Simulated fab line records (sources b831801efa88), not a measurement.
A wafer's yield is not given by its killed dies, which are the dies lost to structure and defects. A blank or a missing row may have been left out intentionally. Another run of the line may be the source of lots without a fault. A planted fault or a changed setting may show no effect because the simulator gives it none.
fab line records	flow sky130
record lots=12	wafers=36	last-day=50
route steps=708 shown PWDE@47 NWELL@79 CONTACT@421 VIA1@478 PAD_OPEN@708
lots that met no fault: from a run of the same line without faults
start-h: the number of hours between the record's first day and the start of the first shown wafer of the lot	wait-h: hours from the lot's prior step to this one	" the same as in the row above	L1.1+2: one row covering several wafers at once	- no value, or no start was given	* or withheld: withheld	< > ~ a bound
route shown NAME@n: names a module that has steps shown in the file, with the first one's number in the route	usual: mean and standard deviation over wafers with no fault	same: alike in all rows	chamber/n: place in a boat	sites: each site's reading	_std_site: how widely they spread, as a standard deviation	_edge_site: inner sites' mean taken away from outer sites' mean	radius-mm: how far each site lies from the wafer's centre	mask NAME#n: copy n	behind: the last tool/chamber to shape the wafer	hold: why the lot went on hold/how many hours it stayed there/how the hold came to an end	device: the transistor (n, p or np) that didn't switch	end of line: the same wafers' tests at the end of the route	where a step has no rows: the recipe by itself	killed: dies that structure and defects cost at the first sort, which is not the same as the wafer's yield	map: a wafer's dies, marking killed ones x, the rest . and places with no die _
set.NAME: the setting the step ran with; set.NAME@STEP: the setting that earlier step ran with	model.NAME: the simulator's own value behind a step, which no gauge read
steps of the route over a sample of lots; a table a step, a row a wafer
services: when a tool's chamber went out of use (start-h, in hours from the record's first day, below 0 if earlier), for how many hours, and the reason
## steps
# step SKY_PWDE_COAT_02
# recipe spin-rpm=2000	resist-thk-nm=3000
# usual chill-plate-temp-C=22.98/0.099	dispense-pressure-kPa=50.8/2.1
lot.wafer	tool	chamber	start-h	wait-h	chill-plate-temp-C	dispense-pressure-kPa
L983.2	litho-track-01	0	66.37	0.1	23.16	52.9
L983.3	"	0	"	"	23.02	52.9
L983.5	"	0	"	"	22.98	52.9
L989.2	litho-track-01	0	99.67	0.1	22.95	52.9
L989.3	"	0	"	"	23.02	52.9
L989.6	"	0	"	"	22.96	52.9
L990.1	litho-track-01	0	106.95	0.1	23.21	52.9
L990.5	"	0	"	"	23.14	52.9
L990.6	"	0	"	"	23.02	52.9
L991.1	litho-track-02	0	112.99	0.1	22.86	48.6
L991.2	"	0	"	"	22.99	48.5
L991.4	"	0	"	"	22.84	48.5
L992.4	litho-track-02	0	113.72	0.1	23.08	48.5
L992.5	"	0	"	"	23.06	48.5
L992.6	"	0	"	"	23.04	48.5
L998.1	litho-track-04	-	153.34	0.1	-	-
L998.2	"	-	"	"	-	-
L998.4	"	-	"	"	-	-
L999.1	litho-track-02	-	158.04	0.1	-	-
L999.3	"	-	"	"	-	-
L999.6	"	-	"	"	-	-
L100.1	litho-track-02	-	158.69	0.1	-	-
L100.2	"	-	"	"	-	-
L100.6	"	-	"	"	-	-
L102.4	litho-track-04	0	169.52	0.1	23.03	48.8
L102.5	"	0	"	"	23.06	48.9
L102.6	"	0	"	"	23.09	48.8
L103.2	litho-track-01	0	175.42	0.1	23.07	52.9
L103.4	"	0	"	"	23.03	52.9
L103.6	"	0	"	"	23.05	52.9
L104.1	litho-track-01	0	180.40	0.1	22.97	52.9
L104.4	"	0	"	"	22.99	52.9
L104.6	"	0	"	"	22.96	52.9
L105.3	litho-track-04	0	188.44	0.1	22.93	48.8
L105.5	"	0	"	"	23.06	48.8
L105.6	"	0	"	"	22.71	48.8
# step SKY_PWDE_OVL_MEAS_07
# usual PWDE_OVL=0.8/1.3
lot.wafer	tool	chamber	start-h	wait-h	PWDE_OVL[nm]
L983.2	overlay-02	-	75.05	-	0.6
L983.3	"	-	"	"	0.8
L983.5	"	-	"	"	1.2
L989.2	overlay-01	-	109.15	-	1.7
L989.3	"	-	"	"	0.6
L989.6	"	-	"	"	0.4
L990.1	overlay-02	-	115.30	-	-0.4
L990.5	"	-	"	"	-2.0
L990.6	"	-	"	"	-0.9
L991.1	overlay-02	-	121.94	-	-0.4
L991.2	"	-	"	"	2.5
L991.4	"	-	"	"	0.8
L992.4	overlay-01	-	122.26	-	0.3
L992.5	"	-	"	"	1.1
L992.6	"	-	"	"	2.6
L998.1	overlay-02	-	163.09	-	-
L998.2	"	-	"	"	-
L998.4	"	-	"	"	-
L999.1	overlay-02	-	168.64	-	-
L999.3	"	-	"	"	-
L999.6	"	-	"	"	-
L100.1	overlay-02	-	169.14	-	-
L100.2	"	-	"	"	-
L100.6	"	-	"	"	-
L102.4	overlay-02	-	180.46	-	1.8
L102.5	"	-	"	"	0.8
L102.6	"	-	"	"	1.9
L103.2	overlay-01	-	185.50	-	0.9
L103.4	"	-	"	"	0.3
L103.6	"	-	"	"	1.0
L104.1	overlay-01	-	191.84	-	2.4
L104.4	"	-	"	"	1.2
L104.6	"	-	"	"	2.5
L105.3	overlay-01	-	199.65	-	1.6
L105.5	"	-	"	"	1.4
L105.6	"	-	"	"	-1.0
# step SKY_NWELL_TW_MEAS_26
# usual NWELL_2_TW=496/5.6
lot.wafer	tool	chamber	start-h	wait-h	hold	NWELL_2_TW
L983.2	film-metro-04	-	110.24	0.1	-	499
L983.3	"	-	"	"	-	497
L983.5	"	-	"	"	-	497
L989.2	film-metro-04	-	145.82	0.1	-	501
L989.3	"	-	"	"	-	501
L989.6	"	-	"	"	-	503
L990.1	film-metro-01	-	152.66	0.1	-	485
L990.5	"	-	"	"	-	487
L990.6	"	-	"	"	-	486
L991.1	film-metro-04	-	161.76	0.1	-	503
L991.2	"	-	"	"	-	500
L991.4	"	-	"	"	-	502
L992.4	film-metro-04	-	162.01	0.1	-	504
L992.5	"	-	"	"	-	505
L992.6	"	-	"	"	-	503
L998.1	film-metro-03	-	205.68	0.1	await-dispo/0.2h/release	548
L998.2	"	-	"	"	await-dispo/0.2h/release	550
L998.4	"	-	"	"	await-dispo/0.2h/release	546
L998.1	film-metro-03	-	205.90	0.2	-	549
L998.2	"	-	"	"	-	548
L998.4	"	-	"	"	-	548
L999.1	film-metro-03	-	212.08	0.1	await-dispo/0.2h/release	549
L999.3	"	-	"	"	await-dispo/0.2h/release	547
L999.6	"	-	"	"	await-dispo/0.2h/release	549
L999.1	film-metro-03	-	212.30	0.2	-	547
L999.3	"	-	"	"	-	550
L999.6	"	-	"	"	-	551
L100.1	film-metro-04	-	213.01	0.1	await-dispo/0.2h/release	558
L100.2	"	-	"	"	await-dispo/0.2h/release	553
L100.6	"	-	"	"	await-dispo/0.2h/release	559
L100.1	film-metro-04	-	213.24	0.2	-	554
L100.2	"	-	"	"	-	558
L100.6	"	-	"	"	-	559
L102.4	film-metro-03	-	225.69	0.1	-	493
L102.5	"	-	"	"	-	498
L102.6	"	-	"	"	-	495
L103.2	film-metro-03	-	230.64	0.1	-	494
L103.4	"	-	"	"	-	493
L103.6	"	-	"	"	-	493
L104.1	film-metro-01	-	237.93	0.1	-	485
L104.4	"	-	"	"	-	486
L104.6	"	-	"	"	-	485
L105.3	film-metro-03	-	245.78	0.1	-	498
L105.5	"	-	"	"	-	492
L105.6	"	-	"	"	-	494
# step SKY_CONTACT_OVL_MEAS_15
# usual CONTACT_OVL=-2/5.5
lot.wafer	tool	chamber	start-h	wait-h	CONTACT_OVL[nm]
L983.2	overlay-02	-	738.67	0.1	-7
L983.3	"	-	"	"	-8
L983.5	"	-	"	"	-10
L989.2	overlay-01	-	794.72	0.1	-11
L989.3	"	-	"	"	-11
L989.6	"	-	"	"	-4
L990.1	overlay-01	-	799.86	0.1	0
L990.5	"	-	"	"	-5
L990.6	"	-	"	"	-8
L992.4	overlay-02	-	815.53	0.1	-12
L992.5	"	-	"	"	-12
L992.6	"	-	"	"	-12
L991.1	overlay-01	-	816.27	0.1	-2
L991.2	"	-	"	"	-2
L991.4	"	-	"	"	-6
L998.1	overlay-02	-	873.62	0.1	1
L998.2	"	-	"	"	5
L998.4	"	-	"	"	6
L999.1	overlay-02	-	877.42	0.1	-4
L999.3	"	-	"	"	1
L999.6	"	-	"	"	-3
L100.1	overlay-02	-	879.20	0.1	-2
L100.2	"	-	"	"	-8
L100.6	"	-	"	"	-7
L102.4	overlay-02	-	888.06	0.1	0
L102.5	"	-	"	"	-3
L102.6	"	-	"	"	1
L103.2	overlay-01	-	892.00	0.1	-3
L103.4	"	-	"	"	2
L103.6	"	-	"	"	-8
L104.1	overlay-01	-	903.30	0.1	-7
L104.4	"	-	"	"	-6
L104.6	"	-	"	"	-2
L105.3	overlay-01	-	909.67	0.1	7
L105.5	"	-	"	"	4
L105.6	"	-	"	"	5
# step SKY_CONTACT_RS_MEAS_25
# recipe thk-meas-gauge=four-point-probe	reads=W_of_CONTACT_CVD_24+TiN_of_CONTACT_SPUTTER_23
# usual CONTACT_W_RS=0.3401/0.003
lot.wafer	tool	chamber	start-h	wait-h	CONTACT_W_RS[ohm/sq]
L983.2	film-metro-02	-	739.62	0.1	0.3393
L983.3	"	-	"	"	0.3397
L983.5	"	-	"	"	0.3459
L989.2	film-metro-03	-	795.67	0.1	0.3387
L989.3	"	-	"	"	0.3370
L989.6	"	-	"	"	0.3424
L990.1	film-metro-02	-	800.88	0.1	0.3454
L990.5	"	-	"	"	0.3403
L990.6	"	-	"	"	0.3449
L992.4	film-metro-03	-	816.51	0.1	0.3359
L992.5	"	-	"	"	0.3337
L992.6	"	-	"	"	0.3382
L991.1	film-metro-03	-	817.24	0.1	0.3373
L991.2	"	-	"	"	0.3359
L991.4	"	-	"	"	0.3388
L998.1	film-metro-02	-	874.89	0.1	0.3461
L998.2	"	-	"	"	0.3427
L998.4	"	-	"	"	0.3428
L999.1	film-metro-02	-	878.70	0.1	0.3397
L999.3	"	-	"	"	0.3418
L999.6	"	-	"	"	0.3401
L100.1	film-metro-02	-	880.22	0.1	0.3434
L100.2	"	-	"	"	0.3401
L100.6	"	-	"	"	0.3448
L102.4	film-metro-03	-	889.04	0.1	0.3432
L102.5	"	-	"	"	0.3426
L102.6	"	-	"	"	0.3417
L103.2	film-metro-03	-	892.95	0.1	0.3397
L103.4	"	-	"	"	0.3373
L103.6	"	-	"	"	0.3409
L104.1	film-metro-03	-	904.58	0.2	0.3420
L104.4	"	-	"	"	0.3430
L104.6	"	-	"	"	0.3413
L105.3	film-metro-01	-	910.63	0.1	0.3421
L105.5	"	-	"	"	0.3390
L105.6	"	-	"	"	0.3412
# step SKY_VIA1_SPUTTER_20
# recipe material=TiN	target-thk-nm=20	chamber-pressure-pa=5	power-w=4000	time-s=80
# usual throttle-valve-pct=29.8/1.2
lot.wafer	tool	chamber	start-h	wait-h	throttle-valve-pct
L983.2	pvd-sputter-02	-	797.93	0.0	29.1
L983.3	"	-	"	"	31.8
L983.5	"	-	"	"	29.7
L989.2	pvd-sputter-03	-	851.06	0.0	30.4
L989.3	"	-	"	"	31.0
L989.6	"	-	"	"	29.3
L990.1	pvd-sputter-02	-	856.27	0.0	32.0
L990.5	"	-	"	"	28.7
L990.6	"	-	"	"	32.0
L992.4	pvd-sputter-02	-	871.96	0.0	29.1
L992.5	"	-	"	"	31.7
L992.6	"	-	"	"	28.8
L991.1	pvd-sputter-02	-	873.24	0.0	29.6
L991.2	"	-	"	"	28.5
L991.4	"	-	"	"	29.4
L998.1	pvd-sputter-03	-	928.43	0.0	29.6
L998.2	"	-	"	"	30.4
L998.4	"	-	"	"	31.2
L999.1	pvd-sputter-02	-	932.09	0.0	32.3
L999.3	"	-	"	"	28.7
L999.6	"	-	"	"	28.6
L100.1	pvd-sputter-02	-	934.15	0.0	29.6
L100.2	"	-	"	"	28.8
L100.6	"	-	"	"	32.5
L102.4	pvd-sputter-03	-	942.57	0.0	29.2
L102.5	"	-	"	"	31.4
L102.6	"	-	"	"	29.7
L103.2	pvd-sputter-04	-	945.83	0.0	29.6
L103.4	"	-	"	"	27.7
L103.6	"	-	"	"	27.5
L104.1	pvd-sputter-02	-	958.11	0.0	29.1
L104.4	"	-	"	"	29.1
L104.6	"	-	"	"	28.8
L105.3	pvd-sputter-02	-	964.76	0.0	28.6
L105.5	"	-	"	"	29.4
L105.6	"	-	"	"	29.5
# step SKY_PAD_OPEN_PROBE_99
# usual killed_at_M0_to_M3=42/6.7	killed_at_M4_up=3.4/2	killed-at-contacts=24/5.1	killed-at-front-end=14/4.2	killed-at-other=0.2/0.49	killed-dies=84/8.4	killed-on-rim=17/3.6	killed-open=46/7	killed-short=39/5.8
# same gross-dies=492	killed-at-back-side=0
lot.wafer	tool	chamber	start-h	wait-h	hold	killed_at_M0_to_M3	killed_at_M4_up	killed-at-contacts	killed-at-front-end	killed-at-other	killed-dies	killed-on-rim	killed-open	killed-short
L983.2	prober-02	-	1083.46	0.1	-	48	1	36	10	0	95	16	53	42
L983.3	prober-02	-	1083.51	0.2	-	49	4	22	15	0	90	16	39	51
L983.5	prober-02	-	1083.61	0.2	-	36	1	28	16	0	81	17	40	41
L989.2	prober-02	-	1121.32	0.1	-	50	1	22	11	0	84	12	42	42
L989.3	prober-02	-	1121.37	0.2	-	50	2	20	22	1	95	16	42	53
L989.6	prober-02	-	1121.52	0.2	-	37	5	29	17	0	88	17	46	42
L990.1	prober-01	-	1127.16	0.1	-	37	2	24	15	0	78	15	41	37
L990.5	prober-01	-	1127.36	0.2	-	43	1	23	13	0	80	16	43	37
L990.6	prober-01	-	1127.41	0.2	-	48	3	25	8	0	84	15	48	36
L992.4	prober-02	-	1136.46	0.2	-	41	5	32	12	1	91	18	46	45
L992.5	prober-02	-	1136.51	0.2	-	47	2	18	10	0	77	14	45	32
L992.6	prober-02	-	1136.56	0.2	-	52	4	23	17	0	96	22	46	50
L991.1	prober-01	-	1136.66	0.1	-	49	3	25	14	0	91	17	47	44
L991.2	prober-01	-	1136.71	0.1	-	35	7	24	11	1	78	21	50	28
L991.4	prober-01	-	1136.81	0.2	-	49	4	27	14	0	94	14	43	51
L998.1	prober-01	-	1177.28	0.1	await-dispo/2.6h/scrap	37	3	23	429	0	492	96	37	34
L998.2	prober-01	-	1177.33	0.1	await-dispo/2.6h/scrap	46	3	22	419	2	492	96	48	44
L998.4	prober-01	-	1177.43	0.2	await-dispo/2.6h/scrap	32	3	34	423	0	492	96	45	32
L999.1	prober-02	-	1181.81	0.1	await-dispo/1.0h/scrap	38	4	24	426	0	492	96	37	39
L999.3	prober-02	-	1181.91	0.2	await-dispo/1.0h/scrap	47	2	19	424	0	492	96	48	35
L999.6	prober-02	-	1182.06	0.2	await-dispo/1.0h/scrap	44	3	21	424	0	492	96	45	30
L100.1	prober-01	-	1183.76	0.1	await-dispo/1.9h/scrap	50	1	22	419	0	492	96	39	50
L100.2	prober-01	-	1183.81	0.1	await-dispo/1.9h/scrap	54	6	30	402	0	492	96	57	42
L100.6	prober-01	-	1184.01	0.2	await-dispo/1.9h/scrap	34	4	25	429	0	492	96	36	37
L102.4	prober-01	-	1188.75	0.2	-	31	1	18	15	0	65	14	32	33
L102.5	prober-01	-	1188.80	0.2	-	35	6	28	13	0	82	18	38	44
L102.6	prober-01	-	1188.85	0.2	-	31	2	33	15	0	81	21	44	37
L103.2	prober-02	-	1190.82	0.1	-	41	3	22	14	1	81	14	49	32
L103.4	prober-02	-	1190.92	0.2	-	42	4	13	13	0	72	18	31	41
L103.6	prober-02	-	1191.02	0.2	-	31	3	21	10	0	65	23	34	31
L104.1	prober-01	-	1199.44	0.1	-	49	7	22	22	0	100	20	59	41
L104.4	prober-01	-	1199.59	0.2	-	53	5	20	18	0	96	15	50	46
L104.6	prober-01	-	1199.69	0.2	-	48	3	24	12	1	88	15	47	41
L105.3	prober-01	-	1207.52	0.2	-	43	2	23	11	0	79	12	48	31
L105.5	prober-01	-	1207.62	0.2	-	44	6	27	22	0	99	19	63	36
L105.6	prober-01	-	1207.67	0.2	-	34	5	25	18	0	82	16	45	37
# killed by level:class
L983.2 CONTACT:geometric-particle:open=15 VIA1:geometric-particle:open=13 VIA3:geometric-particle:open=8 LI_CONTACT:geometric-particle:open=7 LOCAL_INTERCONNECT:geometric-particle:short=7 CONTACT:geometric-particle:short=6 VIA2:geometric-particle:open=6 METAL3:geometric-particle:short=6
L983.3 VIA1:geometric-particle:open=10 METAL1:geometric-particle:short=8 CONTACT:geometric-particle:short=7 CONTACT:geometric-particle:open=6 METAL3:geometric-particle:short=6 POLY_GATE:geometric-particle:short=5 METAL2:geometric-particle:short=5 VIA2:geometric-particle:open=5
L983.5 CONTACT:geometric-particle:open=14 METAL1:geometric-particle:short=8 VIA2:geometric-particle:short=6 CONTACT:geometric-particle:short=5 VIA2:geometric-particle:open=5 FIELD_ISO:geometric-particle:open=4 FIELD_ISO:geometric-particle:short=4 LI_CONTACT:geometric-particle:open=4
L989.2 VIA1:geometric-particle:open=11 VIA2:geometric-particle:open=8 VIA1:geometric-particle:short=8 LI_CONTACT:geometric-particle:open=6 CONTACT:geometric-particle:open=6 CONTACT:geometric-particle:short=5 VIA2:geometric-particle:short=5 FIELD_ISO:geometric-particle:short=4
L989.3 VIA1:geometric-particle:open=10 VIA1:geometric-particle:short=9 CONTACT:geometric-particle:open=8 METAL1:geometric-particle:short=7 VIA2:geometric-particle:short=6 VIA2:geometric-particle:open=6 VIA3:geometric-particle:open=6 FIELD_ISO:geometric-particle:open=5
L989.6 VIA1:geometric-particle:open=15 CONTACT:geometric-particle:open=9 LOCAL_INTERCONNECT:geometric-particle:short=6 FIELD_ISO:geometric-particle:short=5 POLY_GATE:geometric-particle:short=5 LI_CONTACT:geometric-particle:open=5 CONTACT:geometric-particle:short=5 VIA2:geometric-particle:open=4
L990.1 CONTACT:geometric-particle:open=9 VIA1:geometric-particle:open=8 VIA3:geometric-particle:open=6 FIELD_ISO:geometric-particle:open=5 FIELD_ISO:geometric-particle:short=5 LOCAL_INTERCONNECT:geometric-particle:short=5 VIA1:geometric-particle:short=5 METAL2:geometric-particle:short=5
L990.5 LI_CONTACT:geometric-particle:open=11 VIA1:geometric-particle:open=11 METAL2:geometric-particle:short=7 VIA2:geometric-particle:short=5 POLY_GATE:geometric-particle:short=5 VIA3:geometric-particle:open=5 FIELD_ISO:geometric-particle:open=4 CONTACT:geometric-particle:short=4
L990.6 VIA1:geometric-particle:open=11 CONTACT:geometric-particle:open=9 LI_CONTACT:geometric-particle:open=8 VIA2:geometric-particle:open=8 VIA1:geometric-particle:short=6 METAL2:geometric-particle:short=6 METAL1:geometric-particle:short=5 LOCAL_INTERCONNECT:geometric-particle:short=4
L992.4 VIA1:geometric-particle:open=12 LI_CONTACT:geometric-particle:open=10 CONTACT:geometric-particle:open=9 CONTACT:geometric-particle:short=7 FIELD_ISO:geometric-particle:short=6 VIA2:geometric-particle:short=6 VIA2:geometric-particle:open=6 METAL4:geometric-particle:short=5
L992.5 VIA1:geometric-particle:open=15 CONTACT:geometric-particle:open=8 METAL1:geometric-particle:short=7 VIA2:geometric-particle:open=6 VIA3:geometric-particle:open=5 METAL2:geometric-particle:short=4 VIA1:geometric-particle:short=4 FIELD_ISO:geometric-particle:open=3
L992.6 VIA1:geometric-particle:open=15 METAL2:geometric-particle:short=11 FIELD_ISO:geometric-particle:short=8 CONTACT:geometric-particle:open=8 VIA2:geometric-particle:open=7 LI_CONTACT:geometric-particle:open=7 METAL1:geometric-particle:short=5 VIA1:geometric-particle:short=5
L991.1 VIA3:geometric-particle:short=10 LI_CONTACT:geometric-particle:open=9 CONTACT:geometric-particle:open=9 VIA1:geometric-particle:open=8 VIA3:geometric-particle:open=7 VIA1:geometric-particle:short=6 METAL1:geometric-particle:short=5 VIA2:geometric-particle:open=5
L991.2 VIA1:geometric-particle:open=11 CONTACT:geometric-particle:open=9 VIA3:geometric-particle:open=8 METAL4:geometric-particle:open=5 LI_CONTACT:geometric-particle:open=4 LOCAL_INTERCONNECT:geometric-particle:short=4 CONTACT:geometric-particle:short=4 METAL1:geometric-particle:short=4
L991.4 CONTACT:geometric-particle:short=8 VIA2:geometric-particle:open=8 VIA1:geometric-particle:open=8 FIELD_ISO:geometric-particle:short=7 CONTACT:geometric-particle:open=6 METAL1:geometric-particle:short=5 LI_CONTACT:geometric-particle:open=5 VIA1:geometric-particle:short=5
L998.1 PWDE:area-expose=421 LOCAL_INTERCONNECT:geometric-particle:short=7 VIA1:geometric-particle:open=7 VIA3:geometric-particle:open=7 LI_CONTACT:geometric-particle:open=6 CONTACT:geometric-particle:open=5 METAL1:geometric-particle:short=5 METAL2:geometric-particle:short=4
L998.2 PWDE:area-expose=400 VIA1:geometric-particle:open=13 VIA3:geometric-particle:open=7 FIELD_ISO:geometric-particle:short=6 LOCAL_INTERCONNECT:geometric-particle:short=6 CONTACT:geometric-particle:open=6 POLY_GATE:geometric-particle:open=5 LI_CONTACT:geometric-particle:open=5
L998.4 PWDE:area-expose=415 CONTACT:geometric-particle:open=13 LI_CONTACT:geometric-particle:open=7 VIA1:geometric-particle:open=6 VIA3:geometric-particle:open=6 LOCAL_INTERCONNECT:geometric-particle:short=5 CONTACT:geometric-particle:short=5 VIA2:geometric-particle:open=5
L999.1 PWDE:area-expose=416 CONTACT:geometric-particle:open=9 METAL2:geometric-particle:short=9 VIA2:geometric-particle:open=7 LI_CONTACT:geometric-particle:open=6 METAL1:geometric-particle:short=6 VIA1:geometric-particle:open=5 CONTACT:geometric-particle:short=4
L999.3 PWDE:area-expose=409 METAL2:geometric-particle:short=10 CONTACT:geometric-particle:open=9 VIA1:geometric-particle:open=8 VIA3:geometric-particle:open=8 VIA2:geometric-particle:open=6 POLY_GATE:geometric-particle:open=5 CONTACT:geometric-particle:short=5
L999.6 PWDE:area-expose=417 VIA1:geometric-particle:open=15 CONTACT:geometric-particle:open=8 CONTACT:geometric-particle:short=7 METAL2:geometric-particle:short=7 VIA2:geometric-particle:open=6 LI_CONTACT:geometric-particle:open=4 VIA3:geometric-particle:open=4
L100.1 PWDE:area-expose=403 METAL1:geometric-particle:short=9 METAL2:geometric-particle:short=9 LI_CONTACT:geometric-particle:open=8 FIELD_ISO:geometric-particle:short=7 VIA1:geometric-particle:short=7 LI_CONTACT:geometric-particle:short=6 VIA1:geometric-particle:open=6
L100.2 PWDE:area-expose=393 CONTACT:geometric-particle:open=12 VIA3:geometric-particle:open=11 VIA1:geometric-particle:open=9 VIA1:geometric-particle:short=9 LI_CONTACT:geometric-particle:open=8 METAL1:geometric-particle:short=7 VIA2:geometric-particle:open=7
L100.6 PWDE:area-expose=419 LI_CONTACT:geometric-particle:short=7 LI_CONTACT:geometric-particle:open=7 VIA1:geometric-particle:open=7 LOCAL_INTERCONNECT:geometric-particle:short=6 METAL1:geometric-particle:short=4 CONTACT:geometric-particle:open=4 METAL2:geometric-particle:short=4
L102.4 CONTACT:geometric-particle:open=6 VIA1:geometric-particle:open=6 METAL1:geometric-particle:short=5 LOCAL_INTERCONNECT:geometric-particle:short=5 VIA3:geometric-particle:open=5 POLY_GATE:geometric-particle:open=4 POLY_GATE:geometric-particle:short=4 CONTACT:geometric-particle:short=4
L102.5 CONTACT:geometric-particle:open=8 CONTACT:geometric-particle:short=7 VIA1:geometric-particle:open=7 METAL2:geometric-particle:short=7 LI_CONTACT:geometric-particle:open=6 METAL1:geometric-particle:short=6 VIA2:geometric-particle:short=6 METAL4:geometric-particle:short=5
L102.6 CONTACT:geometric-particle:open=16 METAL2:geometric-particle:short=12 CONTACT:geometric-particle:short=7 VIA1:geometric-particle:open=6 FIELD_ISO:geometric-particle:open=4 POLY_GATE:geometric-particle:open=4 POLY_GATE:geometric-particle:short=4 LI_CONTACT:geometric-particle:open=4
L103.2 VIA1:geometric-particle:open=13 CONTACT:geometric-particle:open=9 LI_CONTACT:geometric-particle:open=8 VIA2:geometric-particle:open=7 METAL2:geometric-particle:short=5 FIELD_ISO:geometric-particle:short=4 METAL1:geometric-particle:short=4 FIELD_ISO:geometric-particle:open=3
L103.4 VIA1:geometric-particle:open=8 VIA3:geometric-particle:open=6 METAL1:geometric-particle:short=6 METAL2:geometric-particle:short=6 POLY_GATE:geometric-particle:short=4 LI_CONTACT:geometric-particle:open=4 METAL3:geometric-particle:short=4 VIA3:geometric-particle:short=4
L103.6 CONTACT:geometric-particle:open=8 VIA1:geometric-particle:open=7 LI_CONTACT:geometric-particle:open=6 VIA2:geometric-particle:open=4 METAL2:geometric-particle:short=4 VIA3:geometric-particle:open=4 LOCAL_INTERCONNECT:geometric-particle:short=3 CONTACT:geometric-particle:short=3
L104.1 VIA1:geometric-particle:open=13 CONTACT:geometric-particle:open=11 VIA3:geometric-particle:open=9 VIA2:geometric-particle:short=6 VIA1:geometric-particle:short=5 METAL4:geometric-particle:short=5 SPACER:geometric-particle:open=4 FIELD_ISO:geometric-particle:short=3
L104.4 VIA1:geometric-particle:open=12 METAL1:geometric-particle:short=11 CONTACT:geometric-particle:open=10 FIELD_ISO:geometric-particle:short=7 LI_CONTACT:geometric-particle:open=6 VIA3:geometric-particle:short=6 METAL2:geometric-particle:short=5 VIA3:geometric-particle:open=5
L104.6 VIA1:geometric-particle:open=11 CONTACT:geometric-particle:short=7 CONTACT:geometric-particle:open=7 FIELD_ISO:geometric-particle:open=5 LI_CONTACT:geometric-particle:open=5 METAL2:geometric-particle:short=5 METAL1:geometric-particle:short=4 VIA2:geometric-particle:short=4
L105.3 VIA1:geometric-particle:open=10 CONTACT:geometric-particle:open=9 VIA2:geometric-particle:open=9 LI_CONTACT:geometric-particle:open=8 METAL1:geometric-particle:short=7 FIELD_ISO:geometric-particle:open=4 METAL3:geometric-particle:short=4 FIELD_ISO:geometric-particle:short=3
L105.5 CONTACT:geometric-particle:open=14 POLY_GATE:geometric-particle:open=9 VIA1:geometric-particle:open=9 VIA3:geometric-particle:open=8 CONTACT:geometric-particle:short=6 VIA1:geometric-particle:short=6 VIA2:geometric-particle:open=6 FIELD_ISO:geometric-particle:short=5
L105.6 CONTACT:geometric-particle:open=12 FIELD_ISO:geometric-particle:short=9 VIA1:geometric-particle:open=8 METAL1:geometric-particle:short=6 VIA2:geometric-particle:open=6 LI_CONTACT:geometric-particle:open=5 CONTACT:geometric-particle:short=5 FIELD_ISO:geometric-particle:open=4
## services
tool	chamber	start-h	hours	kind
pvd-sputter-02	3	79.38	-	consumable-replace:kit
pvd-sputter-02	3	79.38	18.0	scheduled-down
pvd-sputter-02	3	79.38	18.0	vent-cycle
pvd-sputter-03	-	129.79	1.7	repair
pvd-sputter-02	-	171.42	1.9	repair
pvd-sputter-02	-	189.80	0.8	repair
pvd-sputter-04	-	194.08	5.3	repair
pvd-sputter-04	-	352.43	1.9	repair
pvd-sputter-04	-	358.00	1.2	repair
pvd-sputter-02	-	373.98	4.2	repair
pvd-sputter-04	-	378.70	4.0	repair
pvd-sputter-03	-	404.52	1.4	repair
pvd-sputter-02	-	508.70	16.7	repair
pvd-sputter-04	-	541.25	3.0	repair
pvd-sputter-03	-	550.93	5.2	repair
pvd-sputter-02	2	581.59	-	consumable-replace:kit
pvd-sputter-02	2	581.59	18.0	scheduled-down
pvd-sputter-03	-	643.21	2.4	repair
pvd-sputter-04	-	755.08	8.5	repair
pvd-sputter-02	-	811.66	1.5	repair
pvd-sputter-02	-	850.15	3.1	repair
pvd-sputter-02	-	875.12	3.2	repair
pvd-sputter-04	-	883.49	6.7	repair
pvd-sputter-03	-	899.86	5.1	repair
## key
first-sign step=SKY_PWDE_COAT_02	reading=tool-record	direction=missing
effect step=SKY_PWDE_OVL_MEAS_07	reading=PWDE_OVL	direction=missing
effect step=SKY_NWELL_TW_MEAS_26	reading=NWELL_2_TW	direction=up	sigmas=9.9	usual=496	struck=551
effect step=SKY_PAD_OPEN_PROBE_99	reading=killed-at-front-end	direction=up	sigmas=97	usual=14	struck=422
more-kills-born-at SKY_PWDE_EXPOSE_04@iline-stepper-01=2457	SKY_PWDE_EXPOSE_04@iline-stepper-02=1236
met-at SKY_PWDE_COAT_02
struck-lots L998,L999,L100
tester-left-out L998,L999,L100
not-acting-at SKY_CONTACT_OVL_MEAS_15,SKY_CONTACT_RS_MEAS_25,SKY_VIA1_SPUTTER_20
onset-between 113.72 153.34
fault kind=skipped-step-whole	tool=litho-track-02,litho-track-04	chamber=-	onset-h=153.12	steps=SKY_PWDE_COAT_02	scope=struck-lots-only
# tester-left-out: of these lots the tester's yield and bins aren't shown, on N5 and GAA mostly nor the transistor test; their killed dies are dies lost to structure and defects alone, not to doping, threshold or leakage, so they don't give the yield
